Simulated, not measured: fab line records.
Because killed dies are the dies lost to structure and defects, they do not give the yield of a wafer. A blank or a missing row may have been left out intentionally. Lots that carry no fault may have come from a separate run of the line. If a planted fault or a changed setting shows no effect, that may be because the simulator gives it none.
Which tool did it?    flow sky130    33 wafers from 11 lots sampled at 5 of the route's 708 steps

## WHAT THE GAUGES READ, wafer by wafer
SKY_METAL2_CD_MEAS_15: the cd target is 140 nm. Usual: cd nm reads 140.0 nm (standard deviation 1.4).
lot   measured      on         cd nm (nm)         flag
L655  day 35 16:16  cd sem-02  139.5 139.8 139.4  
L658  day 36 10:32  cd sem-02  142.4 142.4 140.8  
L657  day 36 13:35  cd sem-02  140.5 139.9 140.5  
L659  day 36 15:43  cd sem-02  140.3 139.8 139.7  
L660  day 37 02:14  cd sem-01  138.9 139.6 139.8  
L661  day 37 08:25  cd sem-02  140.1 140.2 139.1  
L664  day 38 07:25  cd sem-02  139.8 141.1 141.7  
L666  day 38 20:14  cd sem-01  138.6 138.8 141.0  
L669  day 39 15:37  cd sem-02  139.1 138.5 139.1  
L676  day 41 19:03  cd sem-02  137.0 138.8 138.1  
L677  day 41 21:44  cd sem-01  138.8 138.2 139.8  

SKY_CAPM_THK_MEAS_01. Usual: CAPM_CVD_00_THK 15.55 nm, standard deviation 0.26.
lot   measured      on             CAPM_CVD_00_THK (nm)               flag
L655  day 36 21:58  film metro-02  15.44 15.71 15.45                  
L658  day 37 15:13  film metro-02  15.50 15.35 15.47                  
L657  day 37 18:37  film metro-02  15.21 15.53 16.15                  
L659  day 37 21:05  film metro-03  15.16 15.38 15.52                  
L660  day 38 06:34  film metro-02  15.62 15.54 15.55                  
L661  day 38 13:44  film metro-03  15.40 15.11 15.28                  
L664  day 39 11:46  film metro-03  15.61 15.30 15.38                  
L666  day 40 01:07  film metro-02  15.07 15.46 15.73                  
L669  day 40 19:55  film metro-02  15.34 15.12 15.44                  
L676  day 42 21:39  film metro-01  15.47 5.81 5.67 15.52 5.80 5.63    OFF
L677  day 43 00:43  film metro-01  15.17 15.67 5.76 15.15 15.64 5.77  OFF

## EACH LOT AND THE TOOL THAT RAN IT (in order: tool; ch and the chambers of the sampled wafers; start)
lot   SKY_METAL1_STRIP_20                   SKY_VIA1_ETCH_14                    SKY_CAPM_CVD_00
L655  plasma asher-03 ch 1, day 33 09:15    rie diel-01 ch 0,2,3, day 34 12:42  pecvd-01 ch 0,2, day 36 21:57
L658  plasma asher-04 ch 0,1, day 34 02:30  rie diel-01 ch 0,1,2, day 35 06:08  pecvd-01 ch 0,1,2, day 37 15:11
L657  plasma asher-03 ch 0,1, day 34 05:01  rie diel-02 ch 0,1,3, day 35 09:01  pecvd-03 ch 0,1,2, day 37 18:34
L659  plasma asher-01 ch 0,1, day 34 08:29  rie diel-03 ch 2,3, day 35 11:24    pecvd-01 ch 0,1, day 37 21:04
L660  plasma asher-04 ch 0,1, day 34 19:21  rie diel-03 ch 1,2,3, day 35 22:38  pecvd-03 ch 0,1,2, day 38 06:32
L661  plasma asher-04 ch 0,1, day 35 01:14  rie diel-02 ch 0,2,3, day 36 04:32  pecvd-02 ch 0,1,2, day 38 13:43
L664  plasma asher-01 ch 0,1, day 36 01:06  rie diel-02 ch 0,2, day 37 04:28    pecvd-02 ch 0,1,2, day 39 11:44
L666  plasma asher-03 ch 0,1, day 36 14:45  rie diel-03 ch 1,3, day 37 17:22    pecvd-01 ch 0,1, day 40 01:05
L669  plasma asher-04 ch 0,1, day 37 09:55  rie diel-02 ch 0,1,3, day 38 13:19  pecvd-01 ch 0,1, day 40 19:53
L676  plasma asher-01 ch 0,1, day 39 14:46  rie diel-01 ch 0,1,2, day 40 16:51  pecvd-01 ch 0,2, day 42 21:37
L677  plasma asher-01 ch 0,1, day 39 18:03  rie diel-03 ch 0,1,3, day 40 19:33  pecvd-01 ch 0,1,2, day 43 00:41
- SKY_METAL1_STRIP_20: strips in O2/N2.
- SKY_VIA1_ETCH_14: etches BARC in N2/H2, stops on SiO2, time 45.9 s, target depth 60 nm.
- SKY_CAPM_CVD_00: deposits SiO2, target thk 15.5 nm.

## AS READ BY THE TOOLS THEMSELVES (means over the sampled wafers that have a number; for cases with no such wafer, the mark the record gives instead)
SKY_METAL1_STRIP_20. Usual: drypump motor current A 5.8 A, standard deviation 0.53; oes product au 0.343 a.u., standard deviation 0.005; strip time to endpoint s 2.70 s, standard deviation 0.049.
lot   tool             drypump motor current A (A)  oes product au (a.u.)  strip time to endpoint s (s)  flag
L655  plasma asher-03  6.5                          0.343                  2.69                          
L658  plasma asher-04  5.6                          0.341                  2.71                          
L657  plasma asher-03  6.4                          0.342                  2.66                          
L659  plasma asher-01  5.5                          0.341                  2.66                          
L660  plasma asher-04  5.6                          0.346                  2.69                          
L661  plasma asher-04  5.6                          0.345                  2.74                          
L664  plasma asher-01  5.5                          0.341                  2.70                          
L666  plasma asher-03  6.4                          0.345                  2.66                          
L669  plasma asher-04  5.9                          0.341                  2.69                          
L676  plasma asher-01  5.5                          0.346                  2.69                          
L677  plasma asher-01  5.5                          0.341                  2.74                          

SKY_VIA1_ETCH_14. Usual: drypump motor current A 5.6 A, standard deviation 0.38; oes product au 0.855 a.u., standard deviation 0.0049; throttle valve pct 13.226 %, standard deviation 0.0089.
lot   tool         drypump motor current A (A)  oes product au (a.u.)  throttle valve pct (%)  flag
L655  rie diel-01  5.8                          0.855                  13.229                  
L658  rie diel-01  5.9                          0.852                  13.226                  
L657  rie diel-02  5.7                          0.860                  13.226                  
L659  rie diel-03  5.7                          0.855                  13.225                  
L660  rie diel-03  5.5                          0.857                  13.230                  
L661  rie diel-02  5.6                          0.856                  13.222                  
L664  rie diel-02  5.5                          0.854                  13.226                  
L666  rie diel-03  5.9                          0.857                  13.229                  
L669  rie diel-02  5.7                          0.855                  13.226                  
L676  rie diel-01  5.9                          0.857                  13.226                  
L677  rie diel-03  5.5                          0.857                  13.221                  

SKY_CAPM_CVD_00. Usual: heater power w reads 712 W (standard deviation 77).
lot   tool      heater power w (W)  flag
L655  pecvd-01  707                 
L658  pecvd-01  762                 
L657  pecvd-03  783                 
L659  pecvd-01  728                 
L660  pecvd-03  762                 
L661  pecvd-02  645                 
L664  pecvd-02  650                 
L666  pecvd-01  789                 
L669  pecvd-01  765                 
L676  pecvd-01  764                 
L677  pecvd-01  759                 

## THE ANSWER, worked out from the rows above alone
Rule: lot off if the mean of its wafers having a number is beyond 3 standard deviations from the usual mean. A lot without any number at a reading at which 4 lots or more have one is off too. Where the step has rows for the other lots, those lots are counted as sound. The gauges are gone through in route order, then the tools' own readings, and for those a lot's mean is taken as printed above. The first step at which some lot is off is used, and at that step the reading that is off furthest; a lot without a number counts as furthest.
Off: L676, L677, seen at SKY_CAPM_THK_MEAS_01 (CAPM_CVD_00_THK).
If a tool, at a process step before that reading, ran all the lots that are off and no sound lot after the first of them, it fits. The gauges at SKY_CAPM_THK_MEAS_01 are tried like those tools. Can't be told from this: 3 tools fit, plasma asher-01 at SKY_METAL1_STRIP_20, pecvd-01 at SKY_CAPM_CVD_00, film metro-01 at SKY_CAPM_THK_MEAS_01.

## WHAT HAD BEEN PUT IN BY THE SIMULATOR
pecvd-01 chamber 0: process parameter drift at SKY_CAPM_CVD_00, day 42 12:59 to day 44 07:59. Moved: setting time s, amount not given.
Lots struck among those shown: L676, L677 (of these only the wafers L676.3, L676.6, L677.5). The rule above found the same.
